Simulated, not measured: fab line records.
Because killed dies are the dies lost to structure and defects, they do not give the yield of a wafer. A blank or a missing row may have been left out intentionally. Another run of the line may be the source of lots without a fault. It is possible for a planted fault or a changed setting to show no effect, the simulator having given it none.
8D (eight disciplines) problem report, filled in by code ; flow gf180mcu ; the parts of the form that need people (team, actions taken, sign-off) are left out

1. WHAT WENT WRONG
Across 2 wafers from 2 lots, V4_CVD_02_THK at GF_V4_THK_MEAS_03 averages 646 nm, while fault-free wafers read 848 nm with a standard deviation of 11. Measured from the usual mean, that is -18 standard deviations.
First observed at day 28 16:14: wafer L625.5, on film-metro-02. Wafers with a number at this step in the record: 42, from 14 lots. Rule for "out" (also "out of limits"): further than 4 standard deviations from the usual mean. The rest of the wafers with a number are treated as sound.

2. WHAT THIS IS AND IS NOT
question;is;is not
which readings at this step;V4_CVD_02_THK;-
which lots;L625, L629;L612, L615, L616, L618, L619, L620, L621, L627, L631, L632, L634, L635
which wafers of those lots;L625.5, L629.1;L625.2, L625.6, L629.2, L629.4
read on which gauges;film-metro-02, film-metro-03;film-metro-01
when;from day 28 16:14;"up to then (23 sound wafers); but 17 sound wafers of L627, L629, L631, L632, L634, L635 came after"

3. SUSPECTS, AND WHAT RULES EACH OUT
Counting: a tool at a process step up to the reading stays a suspect if it ran every lot that is out. Sound lots after the first of them don't rule it out here, since some wafers of a struck lot are sound.
- ruled out: the gauge at GF_V4_THK_MEAS_03. 2 gauges (film-metro-02, film-metro-03) read the wafers that are out.
- pecvd-02 at GF_V4_CVD_02 (deposits SiO2 from TEOS, target thk 850 nm, time 94.851 s): kept. Ran every lot that is out, first one L625 (day 28 16:10); last sound lot up to then L621 (day 27 01:04).
- Within pecvd-02 at GF_V4_CVD_02: the wafers that are out ran in chamber 1; their sound lot-mates ran in chambers 0, 2.
Remaining after the count: pecvd-02 at GF_V4_CVD_02.

4. THE CAUSE (what the simulator had put in)
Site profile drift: pecvd-02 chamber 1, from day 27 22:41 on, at GF_V4_CVD_02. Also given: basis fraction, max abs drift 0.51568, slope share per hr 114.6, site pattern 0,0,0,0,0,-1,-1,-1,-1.
After counting, this tool was the only one left.

5. THE CHAIN OF EFFECTS, in route order
Each row: a reading whose mean over the struck wafers that have a number lies more than 3 standard deviations from the usual. Only readings for which the record gives a usual standard deviation are gone through. hours: the time from each lot's start at the first step in this table that gives one to its start at this step, as a median over the lots. sigmas: the change in usual standard deviations.
hours;step;reading;usual;on struck wafers;change;sigmas
0;GF_V4_THK_MEAS_03;V4_CVD_02_THK;848 nm;646;-202;-18
-;GF_V4_ETCH_17;oes-product-au;0.857 a.u.;0.708;-0.149;-31
Its process steps:
- GF_V4_ETCH_17: etches SiO2 in C4F8/O2/Ar, stops on TiN, target depth 630 nm.

6. WHAT WOULD HAVE CAUGHT IT SOONER
The first out-of-limits reading at a measuring or inspecting step in this record came at day 28 16:14, 18 hours after the fault's start at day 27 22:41.
Of the tool readings at GF_V4_CVD_02 for which the record gives a usual standard deviation, none was out on any struck wafer, so an alarm limit of 4 standard deviations on them would not have fired.
Of the lots that are out (2), L629 began GF_V4_CVD_02 on pecvd-02 after day 28 16:14. Putting the tool on hold at that point would have spared it.
